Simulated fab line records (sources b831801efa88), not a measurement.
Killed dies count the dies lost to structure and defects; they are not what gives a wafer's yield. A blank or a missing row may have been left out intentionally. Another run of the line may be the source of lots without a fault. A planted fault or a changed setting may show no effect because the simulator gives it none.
The tool behind it: which one? ; flow gf180mcu ; Sampling: 11 lots, 33 wafers, 5 of 602 route steps

WHAT EACH GAUGE READ, for each wafer
GF_V4_RS_MEAS_24: uses a four-point probe to measure.
lot;measured;on;V4_W_RS (ohm/sq)
L487;day 25 09:58;film-metro-01;0.329 0.320 0.317
L490;day 26 00:18;film-metro-04;0.332 0.332 0.333
L491;day 26 04:31;film-metro-01;0.329 0.329 0.328
L493;day 26 20:05;film-metro-01;0.325 0.324 0.330
L495;day 27 09:19;film-metro-02;0.327 0.324 0.327
L497;day 27 23:56;film-metro-04;0.323 0.328 0.323
L499;day 28 20:43;film-metro-01;0.330 0.334 0.330
L500;day 29 04:24;film-metro-02;0.324 0.325 0.327
L501;day 29 04:47;film-metro-02;0.324 0.325 0.321
L508;day 31 02:14;film-metro-02;0.323 0.317 0.317
L509;day 31 05:56;film-metro-02;0.326 0.331 0.329

GF_M5_CD_MEAS_07: target cd 280 nm.
lot;measured;on;cd-nm (nm)
L487;day 27 03:58;cd-sem-01;279.3 279.5 277.9
L490;day 27 18:22;cd-sem-02;282.0 279.9 279.7
L491;day 27 21:49;cd-sem-02;279.0 279.3 279.2
L493;day 28 12:42;cd-sem-01;279.6 279.7 279.8
L495;day 29 02:24;cd-sem-02;279.4 278.0 279.2
L497;day 29 16:55;cd-sem-02;281.9 280.5 281.2
L501;day 30 19:07;cd-sem-02;277.5 278.9 278.7
L508;day 32 13:28;cd-sem-01;279.2 277.9 279.3
L509;day 32 15:22;cd-sem-02;280.1 278.8 280.2

TOOL THAT RAN EACH LOT (tool first, then ch and the chambers of the sampled wafers, then the start)
lot;GF_V4_CVD_23;GF_MIM_METAL_ETCH_19;GF_MIM_STRIP_20
L487;cvd-w-02 ch 0,1, day 25 09:51;rie-metal-01 ch 0, day 26 07:40;plasma-asher-02 ch 0,1, day 26 07:48
L490;cvd-w-02 ch 0,1, day 26 00:11;rie-metal-04 ch 0,1, day 26 21:53;plasma-asher-03 ch 0,1, day 26 21:57
L491;cvd-w-01 ch 0,1, day 26 04:23;rie-metal-04 ch 1, day 27 00:55;plasma-asher-03 ch 0,1, day 27 00:59
L493;cvd-w-01 ch 0,1, day 26 19:59;rie-metal-01 ch 0, day 27 16:52;plasma-asher-01 ch 0,1, day 27 16:59
L495;cvd-w-01 ch 0,1, day 27 09:12;rie-metal-04 ch 0, day 28 06:34;plasma-asher-02 ch 0,1, day 28 06:41
L497;cvd-w-02 ch 0,1, day 27 23:49;rie-metal-04 ch 0, day 28 20:17;plasma-asher-01 ch 0,1, day 28 20:25
L499;cvd-w-01 ch 1, day 28 20:34;rie-metal-03 ch 0,1, day 29 17:23;plasma-asher-03 ch 1, day 29 17:27
L500;cvd-w-01 ch 0,1, day 29 04:17;rie-metal-04 ch 1, day 29 23:43;plasma-asher-02 ch 0,1, day 29 23:52
L501;cvd-w-02 ch 0,1, day 29 04:40;rie-metal-03 ch 0, day 30 00:28;plasma-asher-01 ch 0,1, day 30 00:32
L508;cvd-w-02 ch 0,1, day 31 02:08;rie-metal-04 ch 0,1, day 31 20:01;plasma-asher-01 ch 0,1, day 31 20:05
L509;cvd-w-01 ch 0,1, day 31 05:50;rie-metal-03 ch 1, day 31 22:19;plasma-asher-01 ch 0,1, day 31 22:27
- GF_V4_CVD_23: deposits W, target thk 350 nm, time 104.9 s.
- GF_MIM_METAL_ETCH_19: etches the open film in Cl2/BCl3, stops on Si3N4, target depth 324.5 nm, time 54.1 s.
- GF_MIM_STRIP_20: strips in O2/N2.

WHAT THE TOOLS THEMSELVES READ (means of the sampled wafers that have a number; where no wafer has one, the mark that the record gives instead)
GF_V4_CVD_23.
lot;tool;heater-power-w (W);susceptor-temp-C (C)
L487;cvd-w-02;887;399.99
L490;cvd-w-02;961;399.93
L491;cvd-w-01;914;399.94
L493;cvd-w-01;914;399.99
L495;cvd-w-01;921;400.02
L497;cvd-w-02;901;399.77
L499;cvd-w-01;948;400.25
L500;cvd-w-01;922;400.21
L501;cvd-w-02;907;399.73
L508;cvd-w-02;910;400.08
L509;cvd-w-01;924;399.97

GF_MIM_METAL_ETCH_19.
lot;tool;bcl3-flow-sccm (sccm);bias-w (W);drypump-motor-current-A (A);oes-product-au (a.u.);throttle-valve-pct (%)
L487;rie-metal-01;39.93;139.8;4.8;0.939;28.288
L490;rie-metal-04;39.97;139.8;5.8;0.937;28.294
L491;rie-metal-04;39.79;140.4;5.5;0.937;28.279
L493;rie-metal-01;40.13;139.8;4.8;0.940;28.280
L495;rie-metal-04;39.95;140.4;6.6;0.952;28.273
L497;rie-metal-04;40.01;140.2;6.6;0.946;28.279
L499;rie-metal-03;-;-;-;-;-
L500;rie-metal-04;-;-;-;-;-
L501;rie-metal-03;39.86;140.4;5.8;0.942;28.279
L508;rie-metal-04;40.07;139.7;6.2;0.943;28.288
L509;rie-metal-03;40.02;139.8;6.1;0.940;28.277

GF_MIM_STRIP_20.
lot;tool;drypump-motor-current-A (A);heater-power-w (W);oes-product-au (a.u.);strip-time-to-endpoint-s (s)
L487;plasma-asher-02;5.6;322;0.700;11.25
L490;plasma-asher-03;5.9;297;0.694;11.22
L491;plasma-asher-03;6.2;298;0.693;11.22
L493;plasma-asher-01;5.7;357;0.687;11.23
L495;plasma-asher-02;5.3;311;0.696;11.28
L497;plasma-asher-01;5.7;377;0.694;11.26
L499;plasma-asher-03;6.6;294;0.713;12.62
L500;plasma-asher-02;5.3;311;0.714;12.62
L501;plasma-asher-01;5.6;353;0.689;11.25
L508;plasma-asher-01;5.6;356;0.690;11.20
L509;plasma-asher-01;5.6;377;0.695;11.25

THE ANSWER, worked out from the rows above alone
Rule: what is usual is taken from the lots themselves. Put in order of their means at a reading, lots are off if they are a third of the lots or fewer, leave a main group of 4 or more, and stand apart from it by a gap of 3 or more times the standard deviation of the main group's means; of several such gaps the widest counts. Not used: any main group whose means are identical at the precision the tables above print for the reading. A lot without any number at a reading at which 4 lots or more have one is off too. The other lots that the step has rows for count as sound. After the gauges, taken in route order, come the tools' own readings; for these a lot's mean is taken, as printed above. The first step at which some lot is off is used, and at that step the reading that is off furthest; a lot without a number counts as furthest.
Off at GF_MIM_METAL_ETCH_19 (bcl3-flow-sccm): L499, L500. Without a number there: L499, L500. The main group has a mean of 39.97 sccm with a standard deviation of 0.098.
A tool fits if, at that step or a process step before it, it ran every lot that is off, and no sound lot after the first of them. Not one of the candidates tried fits.

WHAT HAD BEEN PUT IN BY THE SIMULATOR
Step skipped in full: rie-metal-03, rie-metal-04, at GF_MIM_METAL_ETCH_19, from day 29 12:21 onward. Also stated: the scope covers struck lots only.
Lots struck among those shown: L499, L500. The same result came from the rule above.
